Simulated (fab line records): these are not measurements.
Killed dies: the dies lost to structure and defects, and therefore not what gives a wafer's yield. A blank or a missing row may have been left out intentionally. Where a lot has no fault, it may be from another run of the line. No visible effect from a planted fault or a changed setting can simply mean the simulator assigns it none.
fab line records	flow sfq_line
record: lots: 5	wafers: 15	last_day: 81
route steps=325 shown JJ@189 M5@198
lots that met no fault: taken from a fault-free run of the same line
start_h: hours from the record's opening day to when the first of the lot's shown wafers began	wait_h: hours since the lot's step before	" repeats the value in the row above	L1.1+2: a row that stands for several wafers	- value missing, or start not given	* or withheld: withheld	< > ~ a bound
route shown NAME@n: NAME is a module with steps in the file, n the number in the route of the first one	usual: mean/standard deviation taken from wafers without a fault	same: alike in all rows	chamber/n: place in a boat	sites: the reading at each site	_std_site: how widely they spread, as a standard deviation	_edge_site: mean of outer sites minus mean of inner sites	radius_mm: for every site, how far away it sits from the centre of the wafer	mask NAME#n: copy n	behind: tool/chamber where the wafer was last shaped	hold: why the lot was held/for how many hours/how that ended	device: the n, p or np transistor that did not switch	end of line: the tests these same wafers got at the end of their route	a step given without rows: its recipe and nothing more	killed: at the first sort, the dies lost to defects and structure; wafer yield is something else	map: dies across one wafer; x = killed, . = not, _ = none there
set.NAME: the setting the step ran with; set.NAME@STEP: the setting that earlier step ran with	model.NAME: the simulator's own value behind a step, which no gauge read
a table for each step, a row for each wafer; lots at some steps of the route
services: when a tool's chamber went out of use (start_h, in hours from the record's first day, below 0 if earlier), for how many hours, and the reason
== steps ==
step: SFQ_TRILAYER_JJ_CE_LITHO_PEB_117
recipe: peb_temp_c: 115	peb_time_s: 60	resist: KrF
step: SFQ_TRILAYER_JJ_CE_LITHO_DEVELOP_116
recipe: time_s: 60	resist: KrF
step: SFQ_JJ_OVL_MEAS_931
usual: J5_OVL: 0/5.2
lot.wafer	tool	chamber	start_h	wait_h	J5_OVL[nm]
L204.2	overlay-01	-	1197.85	0.1	7
L204.4	"	-	"	"	2
L204.5	"	-	"	"	7
L206.1	overlay-01	-	1432.70	0.1	6
L206.4	"	-	"	"	7
L206.6	"	-	"	"	14
L213.2	overlay-02	-	1476.28	0.1	-2
L213.5	"	-	"	"	0
L213.6	"	-	"	"	-1
L214.1	overlay-02	-	1487.50	0.1	-1
L214.2	"	-	"	"	-4
L214.6	"	-	"	"	-1
L215.1	overlay-02	-	1489.90	0.1	-1
L215.4	"	-	"	"	1
L215.5	"	-	"	"	1
step: SFQ_TRILAYER_JJ_CE_METRO_MEASURE_117
usual: cd_nm: 700.2/1.1
lot.wafer	tool	chamber	start_h	wait_h	cd_nm
L204.2	cd_sem-01	-	1198.08	0.2	699.5
L204.4	"	-	"	"	698.9
L204.5	"	-	"	"	700.4
L206.1	cd_sem-01	-	1432.74	0.0	701.6
L206.4	"	-	"	"	701.0
L206.6	"	-	"	"	700.5
L213.2	cd_sem-02	-	1476.51	0.2	701.0
L213.5	"	-	"	"	698.9
L213.6	"	-	"	"	699.1
L214.1	cd_sem-02	-	1487.53	0.0	700.3
L214.2	"	-	"	"	700.5
L214.6	"	-	"	"	700.3
L215.1	cd_sem-02	-	1489.93	0.0	700.0
L215.4	"	-	"	"	701.0
L215.5	"	-	"	"	700.6
step: SFQ_TRILAYER_JJ_CE_BARC_OPEN_RIE_150
recipe: mask_material: PR	chemistry: O2	target_depth_nm: 240	target: BARC	icp_w: 600	bias_w: 80	pressure_mtorr: 10	time_s: 80
usual: drypump_motor_current_A: 6.0/0.44	he_backside_leak_sccm: 3.6/0.33	oes_product_au: 0.538/0.0046
lot.wafer	tool	chamber	start_h	wait_h	drypump_motor_current_A	he_backside_leak_sccm	oes_product_au	rf_hours_counter_h
L204.2	rie_metal-02	0	1199.08	0.8	6.2	3.7	0.536	48
L204.4	"	1	"	"	5.9	3.3	0.535	-
L204.5	"	1	"	"	5.9	3.3	0.547	-
L206.1	rie_metal-03	1	1433.94	1.0	5.7	3.6	0.537	54
L206.4	"	0	"	"	6.6	3.4	0.534	-
L206.6	"	1	"	"	5.7	3.5	0.533	-
L213.2	rie_metal-04	1	1477.51	0.8	5.1	3.8	0.543	63
L213.5	"	0	"	"	6.4	3.3	0.535	-
L213.6	"	1	"	"	5.2	3.9	0.537	-
L214.1	rie_metal-02	1	1488.73	1.0	5.9	3.2	0.538	41
L214.2	"	0	"	"	6.3	3.8	0.538	92
L214.6	"	1	"	"	5.9	3.2	0.532	-
L215.1	rie_metal-02	1	1491.13	1.0	5.9	3.4	0.535	41
L215.4	"	1	"	"	5.9	3.2	0.545	-
L215.5	"	1	"	"	5.9	3.4	0.544	-
step: SFQ_TRILAYER_JJ_CE_ETCH_RIE_118
recipe: target: Nb	stop_on: Al2O3	mask_material: PR	taper_deg: 13.257	over_etch_frac: 0.15	time_s: 97.7	chemistry: SF6	target_depth_nm: 170	icp_w: 600	bias_w: 80	pressure_mtorr: 10
usual: drypump_motor_current_A: 6.0/0.43	he_backside_leak_sccm: 3.53/0.18	oes_product_au: 0.989/0.0082
lot.wafer	tool	chamber	start_h	wait_h	drypump_motor_current_A	he_backside_leak_sccm	oes_product_au	rf_hours_counter_h
L204.2	rie_metal-02	0	1199.17	0.1	6.3	4.02	0.983	48
L204.4	"	1	"	"	5.9	3.23	0.987	-
L204.5	"	1	"	"	5.9	3.32	0.981	-
L206.1	rie_metal-03	1	1434.03	0.1	5.7	3.30	0.979	54
L206.4	"	0	"	"	6.7	3.53	0.973	-
L206.6	"	1	"	"	5.7	3.44	0.982	-
L213.2	rie_metal-04	1	1477.60	0.1	5.2	3.65	0.984	63
L213.5	"	0	"	"	6.4	3.46	0.981	-
L213.6	"	1	"	"	5.2	3.67	0.987	-
L214.1	rie_metal-02	1	1488.82	0.1	5.9	3.33	0.986	41
L214.2	"	0	"	"	6.3	3.61	0.997	92
L214.6	"	1	"	"	5.9	3.36	0.986	-
L215.1	rie_metal-02	1	1491.22	0.1	5.9	3.52	0.990	41
L215.4	"	1	"	"	5.9	3.46	0.988	-
L215.5	"	1	"	"	5.9	3.37	0.984	-
step: SFQ_TRILAYER_JJ_ANODIZE_ANODIZE_119
recipe: current_density_ma_cm2: withheld	end_current_density_ma_cm2: withheld	bath_temp_c: withheld
step: SFQ_TRILAYER_JJ_CE_STRIP_STRIP_120
recipe: gas: O2	power_w: 200	platen_temp_c: 40	overash_fraction: 0.65	chemistry: O2	pressure_mtorr: 50
usual: drypump_motor_current_A: 6.0/0.48	he_backside_leak_sccm: 3.56/0.26	oes_product_au: 1.003/0.012
lot.wafer	tool	chamber	start_h	wait_h	drypump_motor_current_A	he_backside_leak_sccm	oes_product_au	rf_hours_counter_h
L204.2	rie_metal-04	0	1199.78	0.0	6.5	3.33	0.991	31
L204.4	"	0	"	"	6.4	3.27	0.989	-
L204.5	"	1	"	"	5.2	3.72	1.017	-
L206.1	rie_metal-04	0	1434.63	0.0	6.4	3.35	0.992	63
L206.4	"	1	"	"	5.2	5.55	1.006	-
L206.6	"	1	"	"	5.2	3.86	1.013	-
L213.2	rie_metal-04	1	1478.21	0.0	5.2	3.54	1.004	64
L213.5	"	0	"	"	6.5	3.42	0.992	-
L213.6	"	1	"	"	5.2	3.53	0.999	-
L214.1	rie_metal-02	0	1489.43	0.0	6.2	3.96	1.020	92
L214.2	"	1	"	"	5.9	3.32	1.003	41
L214.6	"	1	"	"	5.9	3.31	1.003	-
L215.1	rie_metal-02	1	1491.83	0.0	5.9	3.10	1.011	41
L215.4	"	0	"	"	6.2	3.85	1.031	-
L215.5	"	0	"	"	6.3	3.76	1.024	-
step: SFQ_TRILAYER_JJ_CE_STRIP_SOLV_CLEAN_121
recipe: chemistry: NMP	temp_c: 70	time_s: 600
step: SFQ_TRILAYER_M5_LITHO_COAT_128
recipe: resist: BARC	spin_rpm: 3000	resist_thk_nm: 62
step: SFQ_TRILAYER_M5_LITHO_COAT_123
recipe: resist: KrF	spin_rpm: 3000	resist_thk_nm: 600
step: SFQ_TRILAYER_M5_LITHO_SOFTBAKE_127
recipe: temp_c: withheld	time_s: withheld	resist: KrF
step: SFQ_TRILAYER_M5_LITHO_EXPOSE_124
recipe: mask_id: M5	na: 0.6	source_shape: conventional	sigma_outer: 0.65	target_cd_nm: 700	dose_mj: 14.4
usual: exposure_dose_mJ_cm2: 14.400/0.016
lot.wafer	tool	chamber	start_h	wait_h	mask	exposure_dose_mJ_cm2
L204.2	krf_scanner-02	0	1206.22	-	M5#0	14.408
L204.4	"	0	"	"	M5#0	14.413
L204.5	"	0	"	"	M5#0	14.396
L206.1	krf_scanner-01	0	1543.80	-	M5#0	14.408
L206.4	"	0	"	"	M5#0	14.411
L206.6	"	0	"	"	M5#0	14.399
L213.2	krf_scanner-02	0	1589.70	-	M5#0	15.337
L213.5	"	0	"	"	M5#0	15.341
L213.6	"	0	"	"	M5#0	15.321
L214.1	krf_scanner-02	0	1593.10	-	M5#0	15.309
L214.2	"	0	"	"	M5#0	15.338
L214.6	"	0	"	"	M5#0	15.316
L215.1	krf_scanner-02	0	1594.30	-	M5#0	15.358
L215.4	"	0	"	"	M5#0	15.367
L215.5	"	0	"	"	M5#0	15.352
step: SFQ_TRILAYER_M5_LITHO_PEB_126
recipe: peb_temp_c: 115	peb_time_s: 60	resist: KrF
step: SFQ_TRILAYER_M5_LITHO_DEVELOP_125
recipe: time_s: 60	resist: KrF
step: SFQ_M5_OVL_MEAS_932
usual: M5_OVL: 0/5
lot.wafer	tool	chamber	start_h	wait_h	M5_OVL[nm]
L204.2	overlay-02	-	1207.52	0.1	3
L204.4	"	-	"	"	0
L204.5	"	-	"	"	-1
L206.1	overlay-02	-	1545.30	0.1	3
L206.4	"	-	"	"	5
L206.6	"	-	"	"	3
L213.2	overlay-02	-	1591.00	0.1	1
L213.5	"	-	"	"	-6
L213.6	"	-	"	"	6
L214.1	overlay-02	-	1594.60	0.1	5
L214.2	"	-	"	"	6
L214.6	"	-	"	"	7
L215.1	overlay-02	-	1595.80	0.1	-3
L215.4	"	-	"	"	-2
L215.5	"	-	"	"	-8
step: SFQ_TRILAYER_M5_BARC_OPEN_METAL_ETCH_161
recipe: mask_material: PR	chemistry: O2	target_depth_nm: 125	target: BARC	icp_w: 600	bias_w: 80	pressure_mtorr: 10	time_s: 41.7
usual: drypump_motor_current_A: 6.0/0.49	he_backside_leak_sccm: 3.6/0.43	oes_product_au: 0.685/0.0043
lot.wafer	tool	chamber	start_h	wait_h	drypump_motor_current_A	he_backside_leak_sccm	oes_product_au	rf_hours_counter_h	model.M5.cd_nm
L204.2	rie_metal-01	1	1207.55	0.0	6.1	3.4	0.695	84	699.9
L204.4	"	0	"	"	5.9	3.6	0.683	-	697.4
L204.5	"	1	"	"	6.1	3.6	0.682	-	700.4
L206.1	rie_metal-04	1	1545.34	0.0	5.1	3.9	0.688	74	703.3
L206.4	"	1	"	"	5.1	3.9	0.686	-	701.6
L206.6	"	0	"	"	6.4	3.3	0.688	-	702.1
L213.2	rie_metal-04	1	1591.03	0.0	5.2	3.6	0.679	82	687.8
L213.5	"	1	"	"	5.1	3.7	0.688	-	687.3
L213.6	"	0	"	"	6.4	3.4	0.683	-	689.9
L214.1	rie_metal-01	1	1594.64	0.0	6.1	3.4	0.688	14	691
L214.2	"	0	"	"	5.9	3.5	0.690	52	689.9
L214.6	"	0	"	"	5.9	3.5	0.683	-	690.6
L215.1	rie_metal-04	1	1595.83	0.0	5.2	3.8	0.686	83	692.9
L215.4	"	0	"	"	6.4	3.5	0.682	-	693.7
L215.5	"	1	"	"	5.1	3.7	0.685	-	691.2
step: SFQ_TRILAYER_M5_ETCH_METAL_ETCH_126
recipe: target: Nb	stop_on: SiO2	mask_material: PR	over_etch_frac: 0.15	time_s: 203.2	chemistry: Cl2/BCl3	target_depth_nm: 265	icp_w: 600	bias_w: 80	pressure_mtorr: 10
usual: drypump_motor_current_A: 6.0/0.49	he_backside_leak_sccm: 3.6/0.51	oes_product_au: 0.729/0.0058
lot.wafer	tool	chamber	start_h	wait_h	drypump_motor_current_A	he_backside_leak_sccm	oes_product_au	rf_hours_counter_h	model.M5.cd_nm
L204.2	rie_metal-01	1	1207.61	0.0	6.1	3.4	0.732	84	698
L204.4	"	0	"	"	5.9	3.7	0.735	-	695.7
L204.5	"	1	"	"	6.1	3.5	0.726	-	698.7
L206.1	rie_metal-04	1	1545.40	0.0	5.2	3.8	0.731	75	701.3
L206.4	"	1	"	"	5.1	3.6	0.732	-	699.5
L206.6	"	0	"	"	6.4	3.3	0.727	-	698.1
L213.2	rie_metal-04	1	1591.09	0.0	5.2	3.8	0.722	82	685.7
L213.5	"	1	"	"	5.1	3.7	0.727	-	684.5
L213.6	"	0	"	"	6.4	3.6	0.721	-	687.8
L214.1	rie_metal-01	1	1594.70	0.0	6.1	3.4	0.743	15	690.2
L214.2	"	0	"	"	6.0	3.5	0.734	52	687.8
L214.6	"	0	"	"	6.0	3.5	0.734	-	688.6
L215.1	rie_metal-04	1	1595.89	0.0	5.2	3.6	0.730	83	691.2
L215.4	"	0	"	"	6.4	3.5	0.728	-	691.3
L215.5	"	1	"	"	5.2	4.0	0.739	-	690.6
step: SFQ_TRILAYER_M5_STRIP_STRIP_127
recipe: gas: O2	power_w: 200	platen_temp_c: 40	overash_fraction: 0.65	chemistry: O2	pressure_mtorr: 50
usual: drypump_motor_current_A: 6.0/0.49	he_backside_leak_sccm: 3.60/0.29	oes_product_au: 1.000/0.0086
lot.wafer	tool	chamber	start_h	wait_h	drypump_motor_current_A	he_backside_leak_sccm	oes_product_au	rf_hours_counter_h
L204.2	rie_metal-01	1	1207.81	0.1	6.1	3.60	0.989	84
L204.4	"	0	"	"	6.0	3.72	1.003	-
L204.5	"	1	"	"	6.1	3.54	0.982	-
L206.1	rie_metal-04	1	1545.59	0.1	5.1	3.64	1.006	75
L206.4	"	1	"	"	5.1	3.51	1.003	-
L206.6	"	0	"	"	6.4	3.34	0.984	-
L213.2	rie_metal-04	1	1591.29	0.1	5.2	3.97	1.012	82
L213.5	"	1	"	"	5.2	3.75	1.000	-
L213.6	"	0	"	"	6.4	3.33	1.002	-
L214.1	rie_metal-01	1	1594.89	0.1	6.1	3.57	0.992	15
L214.2	"	0	"	"	5.9	3.47	0.993	52
L214.6	"	0	"	"	6.0	3.50	0.996	-
L215.1	rie_metal-04	1	1596.09	0.1	5.1	3.77	1.007	83
L215.4	"	0	"	"	6.4	3.55	1.004	-
L215.5	"	1	"	"	5.1	3.73	1.002	-
== services ==
tool	chamber	start_h	hours	kind
rie_metal-01	-	1178.15	0.6	repair
krf_scanner-02	-	1193.97	0.8	pm
rie_metal-04	-	1222.35	2.8	pm
rie_metal-04	1	1236.04	1.1	repair
krf_scanner-02	-	1254.73	2.2	repair
rie_metal-02	0	1260.25	4.1	repair
rie_metal-02	1	1262.65	1.3	repair
krf_scanner-02	-	1272.48	1.3	pm
krf_scanner-02	-	1280.98	1.0	pm
krf_scanner-02	-	1362.83	0.8	pm
krf_scanner-02	-	1381.74	1.2	repair
rie_metal-02	1	1395.96	56.0	repair
rie_metal-01	1	1406.15	2.0	repair
rie_metal-01	0	1413.45	4.8	repair
rie_metal-04	-	1414.73	2.6	repair
rie_metal-04	-	1427.80	0.6	repair
krf_scanner-02	-	1448.00	1.3	pm
krf_scanner-02	-	1449.30	1.0	pm
rie_metal-01	-	1517.30	0.2	repair
krf_scanner-02	-	1522.47	3.9	repair
rie_metal-02	0	1534.17	10.0	repair
rie_metal-04	-	1548.16	1.5	repair
rie_metal-02	1	1559.61	5.3	repair
rie_metal-02	-	1561.31	1.4	pm
== key ==
first_sign: step: SFQ_TRILAYER_M5_LITHO_EXPOSE_124	reading: exposure_dose_mJ_cm2	direction: up	sigmas: 57	usual: 14.400	struck: 15.338
effect none on later readings
model_effect: step: SFQ_TRILAYER_M5_BARC_OPEN_METAL_ETCH_161	value: M5.cd_nm	without: 700.8	struck: 690.5
model_effect: step: SFQ_TRILAYER_M5_ETCH_METAL_ETCH_126	value: M5.cd_nm	without: 698.9	struck: 688.6
met_at SFQ_TRILAYER_M5_LITHO_EXPOSE_124
struck_wafers L213.2,L213.5,L213.6,L214.1,L214.2,L214.6,L215.1,L215.4,L215.5
onset_between 1206.22 1589.70
fault: kind: process_parameter_drift	tool: krf_scanner-02	chamber: -	onset_h: 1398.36	steps: SFQ_TRILAYER_M5_LITHO_EXPOSE_124	channel: dose_mj	offset: 0.9386	shape: step	acts_in: these_recipes_only	stated: 14.4
